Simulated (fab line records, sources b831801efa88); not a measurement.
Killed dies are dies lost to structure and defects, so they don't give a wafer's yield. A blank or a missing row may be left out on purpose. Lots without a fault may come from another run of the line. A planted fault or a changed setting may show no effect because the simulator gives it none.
fab line records | flow sfq_line
record lots=6 wafers=17 last_day=94
route steps=325 shown I1@83 M2@88
lots that met no fault: from a run of the same line without faults
start_h: hours from the record's first day to the start of the lot's first wafer shown | wait_h: hours since the lot's step before | " the same as in the row above | L1.1+2: a row that stands for several wafers | - no value, or no start given | * or withheld: withheld | < > ~ a bound
route shown NAME@n: a module of which the file shows steps, and the number in the route of the first | usual: mean/standard deviation of fault-free wafers | same: alike in all rows | chamber/n: place in a boat | sites: the reading at each site | _std_site: their standard deviation | _edge_site: outer sites' mean less inner sites' | radius_mm: how far each site lies from the wafer's centre | mask NAME#n: copy n | behind: the tool/chamber that last shaped the wafer | hold: why the lot was held/for how many hours/how that ended | device: the transistor (n, p or np) that didn't switch | end of line: the same wafers' tests at the end of the route | a step without rows: its recipe alone | killed: dies lost to structure and defects at the first sort, not the wafer's yield | map: a wafer's dies, x killed, . not, _ none there
set.NAME: the setting as run; set.NAME@STEP: as run at that earlier step | model.NAME: the simulator's own value behind a step, which no gauge read
lots at some steps of the route; a table a step, a row a wafer
services: from which hour (start_h, from the record's first day; less than 0 if before it) a tool's chamber was out of use, for how many hours, and why
## steps
# step SFQ_I1_OVL_MEAS_913
# usual I1_OVL=0/6.1
# columns lot.wafer tool chamber start_h wait_h I1_OVL[nm]
L110.2 overlay-02 - 434.94 0.1 -4
L110.5 " - " " -2
L110.6 " - " " -10
L115.2 overlay-02 - 475.74 0.1 9
L115.3 " - " " 3
L115.5 " - " " -8
L116.3 overlay-02 - 478.15 0.1 -5
L116.4 " - " " 4
L124.1 overlay-02 - 550.70 0.1 -9
L124.2 " - " " 5
L124.3 " - " " -3
L125.3 overlay-01 - 554.31 0.1 -4
L125.4 " - " " 0
L125.5 " - " " -3
L130.3 overlay-01 - 596.43 0.1 -1
L130.5 " - " " -1
L130.6 " - " " 14
# step SFQ_TRILAYER_I1_VIA_BARC_OPEN_VIA_ETCH_071
# recipe mask_material=PR chemistry=O2 target_depth_nm=125 target=BARC source_w=500 bias_w=80 pressure_mtorr=30 time_s=41.7
# usual drypump_motor_current_A=5.5/0.42 oes_product_au=0.685/0.0046
# columns lot.wafer tool chamber start_h wait_h drypump_motor_current_A oes_product_au rf_hours_counter_h
L110.2 rie_diel-01 1 434.97 0.0 5.2 0.684 102
L110.5 " 0 " " 5.4 0.681 -
L110.6 " 1 " " 5.2 0.689 -
L115.2 rie_diel-01 0 475.77 0.0 5.4 0.686 1
L115.3 " 2 " " 4.8 0.682 2
L115.5 " 0 " " 5.4 0.686 -
L116.3 rie_diel-02 2 478.17 0.0 5.8 0.685 5
L116.4 " 3 " " 5.9 0.685 56
L124.1 rie_diel-02 2 550.73 0.0 5.8 0.686 6
L124.2 " 0 " " 5.6 0.681 4
L124.3 " 1 " " 6.1 0.688 79
L125.3 rie_diel-01 3 554.33 0.0 5.7 0.678 1
L125.4 " 2 " " 4.9 0.686 3
L125.5 " 0 " " 5.4 0.679 -
L130.3 rie_diel-04 1 596.46 0.0 5.6 0.682 33
L130.5 " 1 " " 5.6 0.681 -
L130.6 " 2 " " 5.5 0.694 -
# step SFQ_TRILAYER_I1_VIA_ETCH_VIA_ETCH_052
# recipe target=SiO2 stop_on=Nb mask_material=PR taper_deg=20 chemistry=CHF3 target_depth_nm=260 source_w=500 bias_w=80 pressure_mtorr=30 time_s=withheld
# usual drypump_motor_current_A=5.5/0.42 oes_product_au=0.852/0.0057
# columns lot.wafer tool chamber start_h wait_h drypump_motor_current_A oes_product_au
L110.2 rie_diel-01 1 435.01 0.0 5.2 0.851
L110.5 " 0 " " 5.4 0.860
L110.6 " 1 " " 5.2 0.849
L115.2 rie_diel-01 0 475.81 0.0 5.4 0.850
L115.3 " 2 " " 4.8 0.847
L115.5 " 0 " " 5.4 0.843
L116.3 rie_diel-02 2 478.21 0.0 5.8 0.850
L116.4 " 3 " " 5.9 0.853
L124.1 rie_diel-02 2 550.77 0.0 5.8 0.859
L124.2 " 0 " " 5.5 0.855
L124.3 " 1 " " 6.1 0.851
L125.3 rie_diel-01 3 554.37 0.0 5.6 0.855
L125.4 " 2 " " 4.8 0.863
L125.5 " 0 " " 5.4 0.860
L130.3 rie_diel-04 1 596.50 0.0 5.6 0.853
L130.5 " 1 " " 5.6 0.855
L130.6 " 2 " " 5.5 0.851
# step SFQ_TRILAYER_I1_VIA_STRIP_STRIP_053
# recipe gas=O2 power_w=200 platen_temp_c=40 overash_fraction=0.65 chemistry=O2 pressure_mtorr=50
# usual drypump_motor_current_A=5.9/0.44 oes_product_au=1.003/0.014
# columns lot.wafer tool chamber start_h wait_h drypump_motor_current_A oes_product_au rf_hours_counter_h
L110.2 rie_metal-04 0 435.12 - 6.2 1.001 8
L110.5 " 0 " " 6.2 0.990 -
L110.6 " 1 " " 5.7 1.005 -
L115.2 rie_metal-04 1 475.92 - 5.7 1.024 115
L115.3 " 0 " " 6.1 0.997 -
L115.5 " 0 " " 6.2 0.987 -
L116.3 rie_metal-04 1 478.52 - 5.6 1.025 -
L116.4 " 0 " " 6.1 1.001 -
L124.1 rie_metal-02 1 550.89 - 5.9 1.018 84
L124.2 " 0 " " 6.3 0.985 77
L124.3 " 1 " " 5.8 1.017 -
L125.3 rie_metal-03 0 554.69 - 5.0 1.003 -
L125.4 " 1 " " 6.6 1.018 -
L125.5 " 0 " " 5.0 1.005 -
L130.3 rie_metal-04 0 596.81 - 6.2 0.998 -
L130.5 " 0 " " 6.2 0.996 -
L130.6 " 1 " " 5.7 1.024 -
# step SFQ_TRILAYER_I1_VIA_STRIP_SOLV_CLEAN_054
# recipe chemistry=NMP temp_c=70 time_s=600
# step SFQ_TRILAYER_M2_DEP_PRE_CLEAN_056
# recipe gas=Ar time_s=22.5 bias_v=250
# step SFQ_TRILAYER_M2_DEP_SPUTTER_055
# recipe material=Nb base_pressure_pa=1.33e-06 chamber_pressure_pa=0.1333 substrate_temp_c=20 resputter_cathode_voltage_v=400 target_thk_nm=200 power_w=2000 time_s=133.3
# usual chamber_pressure_pa=0.13326/0.00026 resputter_cathode_voltage_v=399/4.2 throttle_valve_pct=29.6/1.3
# columns lot.wafer tool chamber start_h wait_h chamber_pressure_pa resputter_cathode_voltage_v throttle_valve_pct
L110.2 pvd_sputter-05 - 435.93 0.0 0.13317 404 27.4
L110.5 " - " " 0.13333 392 29.8
L110.6 " - " " 0.13307 405 27.5
L115.2 pvd_sputter-03 - 476.73 0.0 0.13315 405 29.2
L115.3 " - " " 0.13264 402 30.5
L115.5 " - " " 0.13319 406 30.7
L116.3 pvd_sputter-03 - 479.13 0.0 0.13354 400 30.2
L116.4 " - " " 0.13318 403 31.7
L124.1 pvd_sputter-04 - 551.69 0.0 0.13345 404 29.8
L124.2 " - " " 0.13283 404 30.0
L124.3 " - " " 0.13321 410 29.0
L125.3 pvd_sputter-05 - 555.29 0.0 0.13346 402 27.7
L125.4 " - " " 0.13367 398 27.7
L125.5 " - " " 0.13327 403 27.6
L130.3 pvd_sputter-03 - 597.41 0.0 0.13287 398 29.2
L130.5 " - " " 0.13309 389 30.5
L130.6 " - " " 0.13315 406 32.0
# step SFQ_M2_RS_MEAS_914
# recipe thk_meas_gauge=four-point-probe reads=Nb_of_TRILAYER_M2_DEP_SPUTTER_055
# usual M2_NB_RS=0.886/0.012
# columns lot.wafer tool chamber start_h wait_h M2_NB_RS[ohm/sq]
L110.2 film_metro-03 - 436.04 0.1 0.867
L110.5 " - " " 0.859
L110.6 " - " " 0.875
L115.2 film_metro-03 - 476.84 0.1 0.889
L115.3 " - " " 0.880
L115.5 " - " " 0.881
L116.3 film_metro-02 - 479.26 0.1 0.880
L116.4 " - " " 0.860
L124.1 film_metro-04 - 551.78 0.0 0.888
L124.2 " - " " 0.905
L124.3 " - " " 0.895
L125.3 film_metro-03 - 555.42 0.1 0.901
L125.4 " - " " 0.902
L125.5 " - " " 0.902
L130.3 film_metro-04 - 597.55 0.1 0.895
L130.5 " - " " 0.894
L130.6 " - " " 0.882
# step SFQ_TRILAYER_M2_LITHO_COAT_062
# recipe resist=BARC spin_rpm=3000 resist_thk_nm=62
# step SFQ_TRILAYER_M2_LITHO_COAT_057
# recipe resist=KrF spin_rpm=3000 resist_thk_nm=600
# step SFQ_TRILAYER_M2_LITHO_SOFTBAKE_061
# recipe temp_c=withheld time_s=withheld resist=KrF
# step SFQ_TRILAYER_M2_LITHO_EXPOSE_058
# recipe mask_id=M2 na=0.6 source_shape=conventional sigma_outer=0.65 target_cd_nm=500 dose_mj=14.4
# usual reticle_temp_C=23.01/0.11
# columns lot.wafer tool chamber start_h wait_h mask reticle_temp_C
L110.2 krf_scanner-01 0 566.20 - M2#0 23.16
L110.5 " 0 " " M2#0 22.98
L110.6 " 0 " " M2#0 22.86
L115.2 krf_scanner-02 0 617.32 - M2#0 23.09
L115.3 " 0 " " M2#0 23.06
L115.5 " 0 " " M2#0 23.02
L116.3 krf_scanner-02 0 621.12 - M2#0 23.08
L116.4 " 0 " " M2#0 23.08
L124.1 krf_scanner-02 0 702.48 - M2#0 23.01
L124.2 " 0 " " M2#0 22.84
L124.3 " 0 " " M2#0 23.15
L125.3 krf_scanner-01 0 706.31 - M2#0 23.00
L125.4 " 0 " " M2#0 23.01
L125.5 " 0 " " M2#0 23.09
L130.3 krf_scanner-01 0 741.36 - M2#0 22.94
L130.5 " 0 " " M2#0 23.06
L130.6 " 0 " " M2#0 22.79
# step SFQ_TRILAYER_M2_LITHO_PEB_060
# recipe peb_temp_c=115 peb_time_s=60 resist=KrF
# step SFQ_TRILAYER_M2_LITHO_DEVELOP_059
# recipe time_s=60 resist=KrF
# step SFQ_M2_OVL_MEAS_916
# usual M2_OVL=-2/5.3
# columns lot.wafer tool chamber start_h wait_h M2_OVL[nm]
L110.2 overlay-02 - 567.50 0.1 -1
L110.5 " - " " -5
L110.6 " - " " -4
L115.2 overlay-02 - 618.62 0.1 2
L115.3 " - " " 3
L115.5 " - " " 3
L116.3 overlay-02 - 622.23 0.1 -11
L116.4 " - " " -13
L124.1 overlay-01 - 703.98 0.1 2
L124.2 " - " " 4
L124.3 " - " " -3
L125.3 overlay-02 - 707.42 0.1 -1
L125.4 " - " " -3
L125.5 " - " " -7
L130.3 overlay-02 - 742.47 0.1 -5
L130.5 " - " " -2
L130.6 " - " " 1
# step SFQ_TRILAYER_M2_BARC_OPEN_METAL_ETCH_077
# recipe mask_material=PR chemistry=O2 target_depth_nm=125 target=BARC icp_w=600 bias_w=80 pressure_mtorr=10 time_s=41.7
# usual drypump_motor_current_A=5.6/0.56 oes_product_au=0.685/0.0049
# columns lot.wafer tool chamber start_h wait_h drypump_motor_current_A oes_product_au rf_hours_counter_h model.M2.cd_nm
L110.2 rie_metal-03 1 567.53 0.0 6.5 0.682 103 500.9
L110.5 " 0 " " 5.1 0.683 - 497.6
L110.6 " 1 " " 6.5 0.678 - 500.7
L115.2 rie_metal-04 0 618.65 0.0 6.2 0.688 37 492.7
L115.3 " 1 " " 5.7 0.690 - 494.2
L115.5 " 1 " " 5.7 0.680 - 498.2
L116.3 rie_metal-01 1 622.29 0.1 5.6 0.687 - 497
L116.4 " 1 " " 5.6 0.693 - 501.8
L124.1 rie_metal-03 1 704.01 0.0 6.5 0.683 123 499.9
L124.2 " 0 " " 5.1 0.691 99 500.4
L124.3 " 0 " " 5.1 0.675 - 500.8
L125.3 rie_metal-01 1 707.47 0.0 5.6 0.678 - 500.6
L125.4 " 0 " " 5.0 0.684 - 498
L125.5 " 1 " " 5.6 0.692 - 501
L130.3 rie_metal-01 0 742.52 0.0 5.0 0.678 - 498.7
L130.5 " 0 " " 5.0 0.678 - 497.8
L130.6 " 1 " " 5.6 0.693 - 500.5
# step SFQ_TRILAYER_M2_ETCH_METAL_ETCH_060
# recipe target=Nb stop_on=SiO2 mask_material=PR chemistry=Cl2/Ar target_depth_nm=240 icp_w=600 bias_w=80 pressure_mtorr=10 time_s=120
# usual drypump_motor_current_A=5.6/0.56 oes_product_au=0.897/0.0085
# columns lot.wafer tool chamber start_h wait_h drypump_motor_current_A oes_product_au rf_hours_counter_h model.M2.cd_nm
L110.2 rie_metal-03 1 567.59 0.0 6.5 0.914 103 499.9
L110.5 " 0 " " 5.0 0.911 - 498.9
L110.6 " 1 " " 6.5 0.902 - 499.4
L115.2 rie_metal-04 0 618.71 0.0 6.2 0.884 37 493.9
L115.3 " 1 " " 5.7 0.897 - 492.4
L115.5 " 1 " " 5.7 0.901 - 497.3
L116.3 rie_metal-01 1 622.45 0.1 5.6 0.899 - 497.1
L116.4 " 1 " " 5.6 0.912 - 502.9
L124.1 rie_metal-03 1 704.07 0.0 6.5 0.887 123 500.4
L124.2 " 0 " " 5.1 0.882 99 501.5
L124.3 " 0 " " 5.1 0.897 - 502.2
L125.3 rie_metal-01 1 707.55 0.1 5.6 0.891 - 501.1
L125.4 " 0 " " 5.0 0.889 - 498
L125.5 " 1 " " 5.6 0.886 - 501.1
L130.3 rie_metal-01 0 742.60 0.1 5.0 0.886 - 498.4
L130.5 " 0 " " 5.0 0.886 - 497.4
L130.6 " 1 " " 5.6 0.904 - 499.6
# step SFQ_TRILAYER_M2_STRIP_STRIP_061
# recipe gas=O2 power_w=200 platen_temp_c=40 overash_fraction=0.65 chemistry=O2 pressure_mtorr=50
# usual drypump_motor_current_A=5.6/0.56 oes_product_au=1.005/0.011
# columns lot.wafer tool chamber start_h wait_h drypump_motor_current_A oes_product_au rf_hours_counter_h
L110.2 rie_metal-03 1 567.72 0.1 6.5 0.999 103
L110.5 " 0 " " 5.1 0.997 -
L110.6 " 1 " " 6.5 1.014 -
L115.2 rie_metal-04 0 618.84 0.1 6.2 0.996 37
L115.3 " 1 " " 5.7 1.012 -
L115.5 " 1 " " 5.7 1.019 -
L116.3 rie_metal-01 1 623.02 0.5 5.6 1.016 -
L116.4 " 1 " " 5.6 1.019 -
L124.1 rie_metal-03 1 704.20 0.1 6.5 1.016 124
L124.2 " 0 " " 5.1 1.002 100
L124.3 " 0 " " 5.1 0.991 -
L125.3 rie_metal-01 1 707.83 0.2 5.6 1.001 -
L125.4 " 0 " " 5.0 1.000 -
L125.5 " 1 " " 5.6 1.000 -
L130.3 rie_metal-01 0 742.88 0.2 5.0 0.989 -
L130.5 " 0 " " 5.0 0.998 -
L130.6 " 1 " " 5.6 1.017 -
## services
# columns tool chamber start_h hours kind
rie_diel-02 2 440.97 2.2 repair
rie_diel-02 2 455.30 8.1 repair
rie_diel-01 - 460.58 0.7 repair
rie_diel-02 - 466.51 4.3 pm
rie_diel-02 - 486.23 2.8 pm
rie_metal-04 - 513.30 0.9 repair
rie_diel-01 - 518.27 4.3 pm
rie_diel-02 - 544.29 0.8 repair
rie_diel-02 0 573.83 7.0 repair
rie_diel-01 3 578.06 5.4 repair
rie_diel-01 - 614.67 2.8 pm
rie_diel-02 - 617.33 0.1 repair
rie_metal-01 0 618.26 5.6 repair
rie_diel-01 1 635.44 8.9 repair
rie_metal-03 - 658.29 2.8 pm
rie_diel-02 2 660.50 13.6 repair
rie_diel-02 1 663.90 1.3 repair
rie_diel-02 1 665.58 5.2 repair
rie_metal-04 1 667.82 17.9 repair
rie_diel-01 1 687.34 7.4 repair
rie_diel-02 3 687.68 9.3 repair
rie_diel-02 - 688.83 15.7 repair
rie_diel-02 0 707.67 8.2 repair
rie_metal-04 0 716.74 8.8 repair
## key
first_sign none at tools or gauges
model_effect step=SFQ_TRILAYER_M2_BARC_OPEN_METAL_ETCH_077 value=M2.cd_nm without=498.8 struck=494.6
model_effect step=SFQ_TRILAYER_M2_ETCH_METAL_ETCH_060 value=M2.cd_nm without=498.7 struck=494.5
met_at SFQ_TRILAYER_M2_LITHO_EXPOSE_058
struck_wafers L115.2,L115.3,L116.3
fault kind=process_parameter_drift tool=krf_scanner-02 chamber=- onset_h=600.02 steps=SFQ_TRILAYER_M2_LITHO_EXPOSE_058 channel=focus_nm offset=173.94 shape=step end_h=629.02 scope=struck_wafers_only
